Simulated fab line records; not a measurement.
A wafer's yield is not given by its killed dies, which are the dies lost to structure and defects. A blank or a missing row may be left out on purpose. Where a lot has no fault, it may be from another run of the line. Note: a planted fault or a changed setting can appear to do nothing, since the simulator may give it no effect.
fab line records	flow sky130
record lots=6	wafers=18	last_day=50
route steps=708 shown LDD_HVP@285 LDD_LDN@289 PAD_OPEN@708
lots untouched by any fault: they come from a run of this same line in which no faults occurred
start_h: the number of hours between the record's first day and the start of the first shown wafer of the lot	wait_h: hours elapsed since this lot's preceding step	" the same as in the row above	L1.1+2: a row that stands for several wafers	- value missing, or start not given	* or withheld: withheld	< > ~ a bound
route shown NAME@n: names a module that has steps shown in the file, with the first one's number in the route	usual: the fault-free wafers' mean and standard deviation	same: alike in all rows	chamber/n: place in a boat	sites: per-site readings	_std_site: the values' standard deviation	_edge_site: outer sites' mean less inner sites'	radius_mm: for every site, how far away it sits from the centre of the wafer	mask NAME#n: copy n	behind: the last tool/chamber to shape the wafer	hold: the reason the lot was held/the length of the hold in hours/how it ended	device: whichever transistor did not switch (one of n, p or np)	end of line: the tests these same wafers got at the end of their route	a step with no rows: only its recipe	killed: count of dies lost to structure and defects at first sort (not the wafer's yield)	map: dies across one wafer; x = killed, . = not, _ = none there
set.NAME: setting as actually run; set.NAME@STEP: the setting as run at that earlier step	model.NAME: the simulator's own value behind a step, which no gauge read
certain route steps with their lots: each step a table, each wafer a row
services: a tool's chamber out of use, with start hour (start_h, from the record's first day; less than 0 if before it), hours out, and reason
## steps
# step SKY_LDD_HVP_OVL_MEAS_07
# usual LDD_HVP_OVL=-0.2/1.4
lot.wafer	tool	chamber	start_h	wait_h	LDD_HVP_OVL[nm]
L172.1	overlay-01	-	528.73	0.1	-0.8
L172.4	"	-	"	"	0.9
L172.5	"	-	"	"	1.5
L175.3	overlay-01	-	560.81	0.1	1.0
L175.4	"	-	"	"	0.0
L175.6	"	-	"	"	-0.4
L177.2	overlay-02	-	574.75	0.1	-1.6
L177.4	"	-	"	"	-0.6
L177.6	"	-	"	"	-2.3
L178.2	overlay-02	-	587.24	0.1	-2.9
L178.5	"	-	"	"	-0.7
L178.6	"	-	"	"	-1.6
L187.2	overlay-02	-	652.20	0.1	-0.9
L187.3	"	-	"	"	1.5
L187.4	"	-	"	"	1.2
L192.2	overlay-01	-	690.04	0.1	0.4
L192.5	"	-	"	"	-1.2
L192.6	"	-	"	"	0.5
# step SKY_LDD_HVP_IMPLANT_08
# recipe species=B	energy_kev=20	dose_cm2=1.7e+13	tilt_deg=17.9
# step SKY_LDD_HVP_STRIP_09
# recipe chemistry=O2/N2	power_w=1400	pressure_mtorr=1500	platen_temp_c=withheld	o2_flow_sccm=3000	n2_flow_sccm=300	overash_fraction=0.5
# usual chamber_pressure_mTorr=1500.2/1.3	drypump_motor_current_A=5.7/0.4	n2_flow_sccm=299.9/0.96	oes_product_au=0.408/0.0044	strip_time_to_endpoint_s=4.133/0.013
lot.wafer	tool	chamber	start_h	wait_h	chamber_pressure_mTorr	drypump_motor_current_A	n2_flow_sccm	oes_product_au	rf_hours_counter_h	strip_time_to_endpoint_s
L172.1	plasma_asher-03	0	528.92	0.1	1498.0	6.2	298.7	0.406	74	4.134
L172.4	"	0	"	"	1500.8	6.2	300.0	0.405	-	4.140
L172.5	"	0	"	"	1499.4	6.1	299.8	0.417	-	4.131
L175.3	plasma_asher-02	1	561.01	0.1	1500.5	5.2	300.6	0.408	-	4.133
L175.4	"	0	"	"	1500.3	5.2	300.1	0.412	-	4.142
L175.6	"	0	"	"	1500.6	5.2	300.4	0.417	-	4.139
L177.2	plasma_asher-03	1	574.93	0.1	1501.1	5.9	299.7	0.413	79	4.118
L177.4	"	1	"	"	1503.8	5.9	300.0	0.409	-	4.129
L177.6	"	0	"	"	1497.4	6.2	298.5	0.415	-	4.123
L178.2	plasma_asher-02	1	587.42	0.1	1502.4	5.1	299.6	0.417	15	4.144
L178.5	"	0	"	"	1501.1	5.2	298.9	0.408	-	4.114
L178.6	"	1	"	"	1500.0	5.1	299.5	0.407	-	4.135
L187.2	plasma_asher-02	1	652.38	0.1	1501.3	5.1	299.3	0.411	20	4.119
L187.3	"	1	"	"	1499.9	5.1	299.3	0.404	-	4.155
L187.4	"	0	"	"	1500.1	5.2	298.8	0.400	-	4.133
L192.2	plasma_asher-03	1	690.22	0.1	1499.1	6.0	300.3	0.402	90	4.168
L192.5	"	1	"	"	1501.4	6.0	300.6	0.405	-	4.155
L192.6	"	0	"	"	1500.6	6.1	299.9	0.415	-	4.161
# step SKY_LDD_HVP_TW_MEAS_10
# usual LDD_HVP_TW=453/4.3
lot.wafer	tool	chamber	start_h	wait_h	LDD_HVP_TW
L172.1	film_metro-02	-	529.02	0.1	458
L172.4	"	-	"	"	458
L172.5	"	-	"	"	457
L175.3	film_metro-01	-	561.10	0.1	454
L175.4	"	-	"	"	454
L175.6	"	-	"	"	455
L177.2	film_metro-02	-	575.04	0.1	457
L177.4	"	-	"	"	456
L177.6	"	-	"	"	456
L178.2	film_metro-03	-	587.53	0.1	445
L178.5	"	-	"	"	447
L178.6	"	-	"	"	445
L187.2	film_metro-03	-	652.49	0.1	445
L187.3	"	-	"	"	448
L187.4	"	-	"	"	447
L192.2	film_metro-02	-	690.33	0.1	455
L192.5	"	-	"	"	455
L192.6	"	-	"	"	456
# step SKY_LDD_LDN_DEHYDRATE_00
# recipe temp_c=200	time_s=60
# step SKY_LDD_LDN_HMDS_01
# recipe prime_time_s=60	prime_temp_c=120
# step SKY_LDD_LDN_COAT_02
# recipe resist=NOVOLAK	spin_rpm=3000	resist_thk_nm=1140
# step SKY_LDD_LDN_SOFTBAKE_03
# recipe temp_c=90	time_s=60	resist=NOVOLAK
# step SKY_LDD_LDN_EXPOSE_04
# recipe mask_id=LDNTM	na=0.6	source_shape=conventional	sigma_outer=0.6	polarization=unpolarized	target_cd_nm=700	dose_mj=140
# step SKY_LDD_LDN_PEB_05
# recipe temp_c=withheld	time_s=*	resist=NOVOLAK
# step SKY_LDD_LDN_DEVELOP_06
# recipe resist=NOVOLAK	developer=TMAH	develop_time_s=60	dev_temp_c=23
# step SKY_LDD_LDN_OVL_MEAS_07
# usual LDD_LDN_OVL=1.1/1.3
lot.wafer	tool	chamber	start_h	wait_h	LDD_LDN_OVL[nm]
L172.1	overlay-02	-	559.55	0.1	2.6
L172.4	"	-	"	"	2.2
L172.5	"	-	"	"	3.5
L175.3	overlay-02	-	591.21	0.1	-1.7
L175.4	"	-	"	"	-1.1
L175.6	"	-	"	"	1.8
L177.2	overlay-02	-	604.65	0.1	1.5
L177.4	"	-	"	"	2.1
L177.6	"	-	"	"	2.5
L178.2	overlay-02	-	616.50	0.1	1.8
L178.5	"	-	"	"	1.4
L178.6	"	-	"	"	1.3
L187.2	overlay-01	-	680.70	0.1	-0.5
L187.3	"	-	"	"	-0.3
L187.4	"	-	"	"	-2.0
L192.2	overlay-01	-	717.25	0.1	0.6
L192.5	"	-	"	"	1.0
L192.6	"	-	"	"	0.6
# step SKY_LDD_LDN_IMPLANT_08
# recipe species=As	energy_kev=15	dose_cm2=1.25e+13	tilt_deg=withheld	rotation_deg=23
# usual dose_ions_cm2=1.2502e+13/1.5e+10	faraday_current_uA=70.4/1.3
lot.wafer	tool	chamber	start_h	wait_h	dose_ions_cm2	faraday_current_uA
L172.1	implanter-02	0	559.58	0.0	1.2475e+13	71.4
L172.4	"	0	"	"	1.2507e+13	70.5
L172.5	"	0	"	"	1.2479e+13	70.6
L175.3	implanter-01	0	591.28	0.1	1.2497e+13	70.8
L175.4	"	0	"	"	1.2511e+13	70.2
L175.6	"	0	"	"	1.251e+13	70.9
L177.2	implanter-01	0	604.71	0.0	5.641e+12	31.6
L177.4	"	0	"	"	5.656e+12	30.8
L177.6	"	0	"	"	5.623e+12	33.0
L178.2	implanter-01	0	616.56	0.0	5.603e+12	32.3
L178.5	"	0	"	"	5.595e+12	31.7
L178.6	"	0	"	"	5.593e+12	32.8
L187.2	implanter-04	0	680.76	0.0	1.2505e+13	70.2
L187.3	"	0	"	"	1.251e+13	70.9
L187.4	"	0	"	"	1.25e+13	67.5
L192.2	implanter-01	0	717.31	0.0	1.2524e+13	71.1
L192.5	"	0	"	"	1.2508e+13	72.3
L192.6	"	0	"	"	1.2514e+13	70.8
# step SKY_LDD_LDN_IMPLANT_09
# recipe species=As	energy_kev=15	dose_cm2=1.25e+13	tilt_deg=withheld	rotation_deg=113
# step SKY_LDD_LDN_IMPLANT_10
# recipe species=As	energy_kev=15	dose_cm2=1.25e+13	tilt_deg=withheld	rotation_deg=203
# step SKY_LDD_LDN_IMPLANT_11
# recipe species=As	energy_kev=15	dose_cm2=1.25e+13	tilt_deg=withheld	rotation_deg=293
# step SKY_LDD_LDN_STRIP_12
# recipe chemistry=O2/N2	power_w=1400	pressure_mtorr=1500	platen_temp_c=withheld	o2_flow_sccm=3000	n2_flow_sccm=300	overash_fraction=0.5
# usual chamber_pressure_mTorr=1499.7/1.4	drypump_motor_current_A=5.6/0.55	n2_flow_sccm=300.0/0.9	oes_product_au=0.716/0.0047	strip_time_to_endpoint_s=14.19/0.037
lot.wafer	tool	chamber	start_h	wait_h	chamber_pressure_mTorr	drypump_motor_current_A	n2_flow_sccm	oes_product_au	rf_hours_counter_h	strip_time_to_endpoint_s
L172.1	plasma_asher-04	0	560.18	0.1	1498.7	4.8	301.4	0.712	81	14.18
L172.4	"	0	"	"	1499.6	4.8	299.8	0.713	-	14.26
L172.5	"	1	"	"	1498.9	6.1	299.3	0.709	-	14.26
L175.3	plasma_asher-03	1	591.86	0.1	1500.4	6.0	300.1	0.719	-	14.11
L175.4	"	0	"	"	1500.8	6.1	299.6	0.711	-	14.10
L175.6	"	0	"	"	1500.2	6.1	300.5	0.718	-	14.13
L177.2	plasma_asher-03	1	605.28	0.1	1497.7	6.0	301.0	0.709	81	14.17
L177.4	"	0	"	"	1500.3	6.1	299.2	0.715	-	14.16
L177.6	"	1	"	"	1500.6	5.9	302.7	0.710	-	14.13
L178.2	plasma_asher-04	1	617.13	0.1	1501.3	6.1	300.7	0.715	87	14.20
L178.5	"	0	"	"	1500.5	4.8	298.9	0.720	-	14.22
L178.6	"	1	"	"	1499.9	6.1	300.0	0.713	-	14.17
L187.2	plasma_asher-03	0	681.33	0.1	1500.2	6.1	300.0	0.715	89	14.25
L187.3	"	0	"	"	1499.6	6.1	299.4	0.725	-	14.26
L187.4	"	1	"	"	1499.3	5.9	298.0	0.711	-	14.21
L192.2	plasma_asher-02	0	717.88	0.1	1501.0	5.2	300.1	0.717	27	14.20
L192.5	"	0	"	"	1500.2	5.2	299.3	0.711	-	14.12
L192.6	"	1	"	"	1497.7	5.1	301.3	0.714	-	14.16
# step SKY_LDD_LDN_TW_MEAS_13
# usual LDD_LDN_TW=1460/11
lot.wafer	tool	chamber	start_h	wait_h	LDD_LDN_TW
L172.1	film_metro-04	-	560.28	0.1	1447
L172.4	"	-	"	"	1448
L172.5	"	-	"	"	1453
L175.3	film_metro-03	-	591.95	0.1	1447
L175.4	"	-	"	"	1448
L175.6	"	-	"	"	1443
L177.2	film_metro-02	-	605.39	0.1	1409
L177.4	"	-	"	"	1414
L177.6	"	-	"	"	1417
L178.2	film_metro-03	-	617.24	0.1	1393
L178.5	"	-	"	"	1390
L178.6	"	-	"	"	1376
L187.2	film_metro-04	-	681.44	0.1	1458
L187.3	"	-	"	"	1462
L187.4	"	-	"	"	1464
L192.2	film_metro-03	-	717.99	0.1	1451
L192.5	"	-	"	"	1454
L192.6	"	-	"	"	1453
# step SKY_LDD_LDN_CLEAN_14
# recipe chemistry=SC1/SC2	mix=1:4:20	temp_c=70	time_s=150	dry=n2_spin
# step SKY_PAD_OPEN_PROBE_99
# usual killed_at_M0_to_M3=42/6.7	killed_at_M4_up=3.3/2.1	killed_at_contacts=24/5.1	killed_at_front_end=15/4.6	killed_at_other=0.3/0.58	killed_dies=85/9.9	killed_on_rim=17/3.7	killed_open=46/6.9	killed_short=38/7
# same gross_dies=492	killed_at_back_side=0
lot.wafer	tool	chamber	start_h	wait_h	killed_at_M0_to_M3	killed_at_M4_up	killed_at_contacts	killed_at_front_end	killed_at_other	killed_dies	killed_on_rim	killed_open	killed_short	model.etest.tip_sonos.rs_ohm_sq
L172.1	prober-02	-	1097.83	0.1	44	3	18	11	0	76	13	45	31	2700
L172.4	prober-02	-	1097.98	0.2	39	2	21	13	0	75	16	36	39	2728
L172.5	prober-02	-	1098.03	0.2	47	3	20	11	0	81	15	44	36	2677
L175.3	prober-01	-	1125.95	0.2	44	1	29	12	0	86	13	48	36	2654
L175.4	prober-01	-	1126.00	0.2	49	2	20	18	0	89	20	54	34	2713
L175.6	prober-01	-	1126.10	0.2	37	3	26	16	0	82	18	48	33	2741
L177.2	prober-01	-	1134.57	0.1	39	1	24	10	0	74	15	45	29	2813
L177.4	prober-01	-	1134.67	0.2	40	2	24	18	1	85	17	50	35	2866
L177.6	prober-01	-	1134.77	0.2	34	3	20	14	0	71	15	35	36	2875
L178.2	prober-02	-	1140.65	0.1	52	4	24	11	1	92	26	43	49	2874
L178.5	prober-02	-	1140.80	0.2	45	0	30	17	0	92	19	44	48	2865
L178.6	prober-02	-	1140.85	0.2	54	0	31	13	0	98	24	59	39	2918
L187.2	prober-01	-	1181.92	0.1	35	2	24	23	0	84	14	43	41	2571
L187.3	prober-01	-	1181.97	0.2	36	0	23	21	0	80	20	36	44	2644
L187.4	prober-01	-	1182.02	0.2	44	9	25	13	1	92	12	50	41	2559
L192.2	prober-02	-	1202.86	0.1	40	4	27	16	0	87	17	53	34	2618
L192.5	prober-02	-	1203.01	0.2	34	5	23	14	1	77	18	40	37	2672
L192.6	prober-02	-	1203.06	0.2	45	1	20	15	1	82	12	41	40	2704
# killed by level:class
L172.1 VIA1:geometric_particle:open=10 VIA2:geometric_particle:open=7 VIA3:geometric_particle:open=6 CONTACT:geometric_particle:open=6 METAL1:geometric_particle:short=6 LOCAL_INTERCONNECT:geometric_particle:short=5 POLY_GATE:geometric_particle:open=4 METAL2:geometric_particle:short=4
L172.4 VIA2:geometric_particle:open=8 METAL1:geometric_particle:short=7 LI_CONTACT:geometric_particle:open=6 CONTACT:geometric_particle:open=6 VIA2:geometric_particle:short=5 POLY_GATE:geometric_particle:short=4 CONTACT:geometric_particle:short=4 VIA1:geometric_particle:open=4
L172.5 VIA1:geometric_particle:open=12 VIA2:geometric_particle:open=10 CONTACT:geometric_particle:open=8 METAL3:geometric_particle:short=5 FIELD_ISO:geometric_particle:short=4 LI_CONTACT:geometric_particle:open=4 METAL1:geometric_particle:short=4 METAL2:geometric_particle:short=4
L175.3 LI_CONTACT:geometric_particle:open=12 VIA1:geometric_particle:open=9 METAL1:geometric_particle:short=8 CONTACT:geometric_particle:open=7 VIA1:geometric_particle:short=6 METAL2:geometric_particle:short=6 VIA2:geometric_particle:open=5 VIA2:geometric_particle:short=4
L175.4 VIA1:geometric_particle:open=18 CONTACT:geometric_particle:open=8 FIELD_ISO:geometric_particle:open=6 FIELD_ISO:geometric_particle:short=6 VIA3:geometric_particle:open=6 LOCAL_INTERCONNECT:geometric_particle:short=4 LI_CONTACT:geometric_particle:open=4 VIA1:geometric_particle:short=4
L175.6 VIA1:geometric_particle:open=12 LI_CONTACT:geometric_particle:open=9 FIELD_ISO:geometric_particle:open=5 POLY_GATE:geometric_particle:open=5 CONTACT:geometric_particle:open=5 VIA1:geometric_particle:short=5 METAL2:geometric_particle:short=5 LOCAL_INTERCONNECT:geometric_particle:short=4
L177.2 VIA1:geometric_particle:open=8 CONTACT:geometric_particle:open=8 VIA2:geometric_particle:open=8 LI_CONTACT:geometric_particle:open=7 VIA3:geometric_particle:open=7 CONTACT:geometric_particle:short=5 FIELD_ISO:geometric_particle:short=4 METAL2:geometric_particle:short=4
L177.4 CONTACT:geometric_particle:open=10 FIELD_ISO:geometric_particle:open=9 METAL3:geometric_particle:short=7 VIA1:geometric_particle:open=6 LOCAL_INTERCONNECT:geometric_particle:short=6 LI_CONTACT:geometric_particle:open=5 VIA2:geometric_particle:open=5 METAL1:geometric_particle:short=4
L177.6 VIA1:geometric_particle:open=13 LOCAL_INTERCONNECT:geometric_particle:short=6 CONTACT:geometric_particle:open=6 FIELD_ISO:geometric_particle:short=5 METAL1:geometric_particle:short=5 FIELD_ISO:geometric_particle:open=4 METAL2:geometric_particle:short=4 POLY_GATE:geometric_particle:open=3
L178.2 VIA3:geometric_particle:open=9 VIA2:geometric_particle:open=8 METAL2:geometric_particle:short=8 CONTACT:geometric_particle:open=7 METAL1:geometric_particle:short=7 LI_CONTACT:geometric_particle:open=6 VIA1:geometric_particle:open=6 VIA2:geometric_particle:short=5
L178.5 VIA1:geometric_particle:open=10 CONTACT:geometric_particle:open=9 LI_CONTACT:geometric_particle:short=7 CONTACT:geometric_particle:short=7 VIA2:geometric_particle:open=7 VIA1:geometric_particle:short=6 FIELD_ISO:geometric_particle:open=5 LI_CONTACT:geometric_particle:open=5
L178.6 VIA1:geometric_particle:open=13 CONTACT:geometric_particle:open=12 METAL2:geometric_particle:short=9 VIA2:geometric_particle:open=8 METAL1:geometric_particle:short=7 VIA3:geometric_particle:open=7 LI_CONTACT:geometric_particle:open=6 CONTACT:geometric_particle:short=6
L187.2 VIA1:geometric_particle:open=9 VIA2:geometric_particle:open=9 POLY_GATE:geometric_particle:short=8 LI_CONTACT:geometric_particle:open=7 CONTACT:geometric_particle:short=7 POLY_GATE:geometric_particle:open=5 METAL1:geometric_particle:short=5 CONTACT:geometric_particle:open=4
L187.3 POLY_GATE:geometric_particle:open=9 CONTACT:geometric_particle:short=8 VIA2:geometric_particle:open=8 CONTACT:geometric_particle:open=7 METAL2:geometric_particle:short=7 POLY_GATE:geometric_particle:short=5 VIA2:geometric_particle:short=5 VIA3:geometric_particle:open=4
L187.4 CONTACT:geometric_particle:open=10 VIA1:geometric_particle:open=9 METAL4:geometric_particle:short=8 LI_CONTACT:geometric_particle:open=7 METAL1:geometric_particle:short=7 VIA2:geometric_particle:open=5 CONTACT:geometric_particle:short=4 VIA2:geometric_particle:short=4
L192.2 LI_CONTACT:geometric_particle:open=15 VIA1:geometric_particle:open=12 VIA3:geometric_particle:open=6 POLY_GATE:geometric_particle:short=4 CONTACT:geometric_particle:short=4 CONTACT:geometric_particle:open=4 VIA1:geometric_particle:short=4 VIA2:geometric_particle:open=4
L192.5 LI_CONTACT:geometric_particle:open=8 CONTACT:geometric_particle:open=6 METAL1:geometric_particle:short=5 VIA1:geometric_particle:open=5 FIELD_ISO:geometric_particle:open=4 CONTACT:geometric_particle:short=4 VIA1:geometric_particle:short=4 METAL3:geometric_particle:short=4
L192.6 VIA3:geometric_particle:open=11 METAL1:geometric_particle:short=9 VIA1:geometric_particle:open=7 LI_CONTACT:geometric_particle:open=6 METAL2:geometric_particle:short=5 CONTACT:geometric_particle:short=4 FIELD_ISO:geometric_particle:open=4 POLY_GATE:geometric_particle:short=4
## services
tool	chamber	start_h	hours	kind
plasma_asher-03	-	542.43	2.7	repair
plasma_asher-03	-	592.03	2.8	pm
plasma_asher-03	-	595.31	6.1	repair
implanter-02	-	596.53	2.1	repair
implanter-04	-	599.74	2.7	repair
implanter-02	-	601.94	4.2	repair
implanter-02	-	607.62	4.8	pm
plasma_asher-02	-	619.08	15.6	pm
implanter-04	-	619.45	4.4	repair
implanter-01	-	628.38	5.6	repair
implanter-04	-	629.04	5.5	pm
implanter-01	-	634.01	11.8	pm
implanter-04	-	639.87	1.7	repair
implanter-04	-	640.79	8.7	repair
implanter-04	-	666.18	3.7	repair
implanter-02	-	693.31	1.8	repair
implanter-04	-	699.11	3.8	pm
plasma_asher-03	-	699.71	3.8	repair
## key
first_sign step=SKY_LDD_LDN_IMPLANT_08	reading=dose_ions_cm2	direction=down	sigmas=99+	usual=*	struck=*
effect step=SKY_LDD_LDN_IMPLANT_08	reading=faraday_current_uA	direction=down	sigmas=30	usual=70.4	struck=32.0
effect step=SKY_LDD_LDN_TW_MEAS_13	reading=LDD_LDN_TW	direction=down	sigmas=5.6	usual=1460	struck=1400
model_effect step=SKY_PAD_OPEN_PROBE_99	value=etest.tip_sonos.rs_ohm_sq	without=2663	struck=2869
met_at SKY_LDD_LDN_IMPLANT_08
struck_wafers L177.2,L177.4,L177.6,L178.2,L178.5,L178.6
tester_left_out L177,L178
onset_between 591.28 604.71
fault kind=process_parameter_drift	tool=implanter-01	chamber=-	onset_h=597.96	steps=SKY_LDD_LDN_IMPLANT_08	channel=dose_cm2	offset=*	shape=step	end_h=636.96	acts_in=*	stated=*
# tester_left_out: of these lots the tester's yield and bins aren't shown, on N5 and GAA mostly nor the transistor test; their killed dies are dies lost to structure and defects alone, not to doping, threshold or leakage, so they don't give the yield
